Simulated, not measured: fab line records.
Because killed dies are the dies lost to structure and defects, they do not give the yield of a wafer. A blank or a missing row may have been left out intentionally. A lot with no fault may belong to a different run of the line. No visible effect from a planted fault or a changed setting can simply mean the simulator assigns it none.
A lot that was struck, set against a sound lot ; flow gf180mcu ; 14 steps out of a route of 602
Sound: wafers L640.1, L640.2, L640.4. Wafers struck: L662.1, L662.2, L662.4. The cause comes at the end.
Each step with rows lists, per side, the tool, then ch with its chambers, then its first start. Under that, the readings that differ: sound wafers ; struck wafers ; difference of the means ; sigmas: that difference in standard deviations of wafers without a fault.
alike: readings with means less than 2 such deviations apart, plus words and numbers identical on both sides. not compared: withheld readings, readings lacking a value on some wafer, bounds such as >300 that could conceal the same value, and numbers that have no deviation in the record and whose values overlap.
A row with sigmas, a row that says differs or no value, or rows on one side alone: a step with any of these is where the two part. Non-overlapping numbers with no deviation appear without sigmas and do not part them. Lack of a reading on every wafer of one side parts them only where that side has two or more wafers.

GF_V3_CMP_26: polishes, stops on SiO2, t overpolish 15 s, target thk 0 nm.
  sound on cmp-01 ch 1,2,3, day 22 09:26; struck on cmp-01 ch 0,1,2, day 29 20:37
  alike: motorCurrentA, overpolishRunS, timeToEndpointS
then, 1 step without rows for these wafers: GF_M4_SPUTTER_00 (material Ti, target thk 37.5 nm, time 150 s).
GF_M4_SPUTTER_01: material TiN, target thk 30 nm, time 25 s.
  struck on pvdSputter-03, day 29 21:01; sound on pvdSputter-03, day 22 09:50
  alike: throttleValvePct
GF_M4_SPUTTER_02: material AlCu, target thk 450 nm, time 23.9 s.
  struck on pvdSputter-03, day 29 21:02; sound on pvdSputter-03, day 22 09:52
  alike: throttleValvePct
GF_M4_SPUTTER_03: material Ti, target thk 10 nm, time 6.7 s.
  struck on pvdSputter-03, day 29 21:04; sound on pvdSputter-03, day 22 09:54
  alike: throttleValvePct
GF_M4_SPUTTER_04: material TiN, target thk 50 nm, time 41.7 s.
  struck on pvdSputter-03, day 29 21:05; sound on pvdSputter-03, day 22 09:55
  alike: throttleValvePct
GF_M4_RS_MEAS_05: a four-point-probe measurement.
  struck on filmMetro-04, day 29 21:08; sound on filmMetro-02, day 22 09:58
  alike: M4_ALCU_RS
GF_M4_THK_MEAS_06: measures by xrf.
  struck on filmMetro-04, day 29 21:15; sound on filmMetro-02, day 22 10:05
  alike: M4_ALCU_THK
then, 4 steps without rows for these wafers: GF_M4_DEHYDRATE_07 (time 60 s); GF_M4_HMDS_08 (prime time 60 s); GF_M4_COAT_09 (resist thk 1000 nm); GF_M4_SOFTBAKE_10 (time 60 s).
GF_M4_EXPOSE_11: exposes mask Metal4, target cd 280 nm.
  struck on krfScanner-01, day 30 06:16; sound on krfScanner-02 ch 0, day 22 21:52
  no value came back on the struck wafers for exposureDoseMJCm2, focusOffsetNm (nm), reticleTempC (C); on the sound wafers exposureDoseMJCm2 reads 27.96 27.98 27.95
  alike: mask
then, 1 step without rows for these wafers: GF_M4_PEB_12 (peb time 90 s).

## WHERE THEY PART
Only at GF_M4_EXPOSE_11, as far as this record shows.

WHY: the cause the simulator had injected
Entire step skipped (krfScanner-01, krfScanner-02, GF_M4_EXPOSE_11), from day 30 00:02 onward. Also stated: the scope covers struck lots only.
